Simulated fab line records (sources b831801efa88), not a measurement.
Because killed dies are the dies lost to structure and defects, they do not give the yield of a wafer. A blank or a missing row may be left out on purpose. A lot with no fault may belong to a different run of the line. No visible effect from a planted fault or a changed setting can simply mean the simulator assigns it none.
The tool behind it: which one?    flow sky130    12 lots with 36 wafers sampled at 3 steps, on a route of 708 steps

## WHAT EACH GAUGE READ, for each wafer
SKY_LDD_N_OVL_MEAS_07.
lot   measured      on          LDD_N_OVL (nm)
L235  day 18 08:13  overlay-02  -2.2 -2.4 -0.8
L236  day 18 12:01  overlay-02  -3.7 -3.2 -3.8
L237  day 18 18:07  overlay-02  0.0 -0.4 0.1
L238  day 19 00:46  overlay-02  -2.1 -1.6 -3.5
L239  day 20 05:46  overlay-02  -2.9 -1.3 -0.3
L240  day 20 07:38  overlay-01  -2.4 -1.4 -2.1
L241  day 20 10:58  overlay-01  0.2 0.3 -1.0
L242  day 20 18:01  overlay-01  -3.2 -5.0 -3.0
L246  day 22 21:59  overlay-02  -2.2 -3.4 -1.1
L252  day 24 13:19  overlay-01  -2.1 -0.3 -2.0
L253  day 24 16:08  overlay-02  -0.5 -1.7 -1.4
L256  day 25 23:23  overlay-01  0.4 -0.5 -0.7

SKY_LDD_HVP_OVL_MEAS_07.
lot   measured      on          LDD_HVP_OVL (nm)
L235  day 22 05:13  overlay-02  -1.9 -1.0 -0.4
L236  day 22 08:16  overlay-01  1.6 -0.4 0.6
L237  day 22 15:03  overlay-02  -0.1 2.0 -1.3
L238  day 22 22:42  overlay-01  0.2 -0.6 0.2
L239  day 24 04:19  overlay-01  3.5 4.0 2.4 4.7 6.3 3.8
L240  day 24 06:17  overlay-02  1.6 3.9 2.4
L241  day 24 08:18  overlay-01  3.4 2.1 3.1 4.7 3.6 4.4
L242  day 24 14:49  overlay-02  4.1 2.4 4.1 5.9 3.8 6.1
L246  day 26 17:32  overlay-01  -0.9 -2.8 -2.3
L252  day 28 05:03  overlay-02  -0.8 -1.5 -1.2
L253  day 28 09:33  overlay-02  -1.2 0.2 -0.3
L256  day 29 15:01  overlay-01  -0.2 0.4 -1.2

## EACH LOT AND THE TOOL THAT RAN IT (in order: tool; ch and the chambers of the sampled wafers; start)
lot   SKY_LDD_HVP_EXPOSE_04
L235  iline-stepper-02 ch 0, day 21 13:23
L236  iline-stepper-02 ch 0, day 21 16:32
L237  iline-stepper-01 ch 0, day 21 23:23
L238  iline-stepper-01 ch 0, day 22 07:54
L239  iline-stepper-01 ch 0, day 23 13:28
L240  iline-stepper-01 ch 0, day 23 15:53
L241  iline-stepper-01 ch 0, day 23 17:43
L242  iline-stepper-01 ch 0, day 24 00:12
L246  iline-stepper-02 ch 0, day 26 02:29
L252  iline-stepper-02 ch 0, day 27 15:25
L253  iline-stepper-02 ch 0, day 27 20:02
L256  iline-stepper-02 ch 0, day 29 01:55
- SKY_LDD_HVP_EXPOSE_04: exposes mask HVPTM, target cd 700 nm.

## AS READ BY THE TOOLS THEMSELVES (means over the sampled wafers that have a number; for cases with no such wafer, the mark the record gives instead)
SKY_LDD_HVP_EXPOSE_04.
lot   tool              focus-offset-nm (nm)
L235  iline-stepper-02  -1.1
L236  iline-stepper-02  -0.3
L237  iline-stepper-01  -0.7
L238  iline-stepper-01  0.7
L239  iline-stepper-01  -0.6
L240  iline-stepper-01  -1.0
L241  iline-stepper-01  0.5
L242  iline-stepper-01  -0.4
L246  iline-stepper-02  -0.2
L252  iline-stepper-02  0.1
L253  iline-stepper-02  0.0
L256  iline-stepper-02  0.4

## THE ANSWER, worked out from the rows above alone
Rule: the lots themselves supply what counts as usual. Put in order of their means at a reading, lots are off if they are a third of the lots or fewer, leave a main group of 4 or more, and stand apart from it by a gap of 3 or more times the standard deviation of the main group's means; of several such gaps the widest counts. A main group whose means are all the same, to the digits that the tables above print for the reading, isn't used. A lot without any number at a reading at which 4 lots or more have one is off too. Where the step has rows for the other lots, those lots are counted as sound. The gauges are gone through in route order, then the tools' own readings, and for those a lot's mean is taken as printed above. The first step at which some lot is off is used, and at that step the reading that is off furthest; a lot without a number counts as furthest.
No lot is off at any reading shown: from this, nothing can be told.

## WHAT THE SIMULATOR PUT IN
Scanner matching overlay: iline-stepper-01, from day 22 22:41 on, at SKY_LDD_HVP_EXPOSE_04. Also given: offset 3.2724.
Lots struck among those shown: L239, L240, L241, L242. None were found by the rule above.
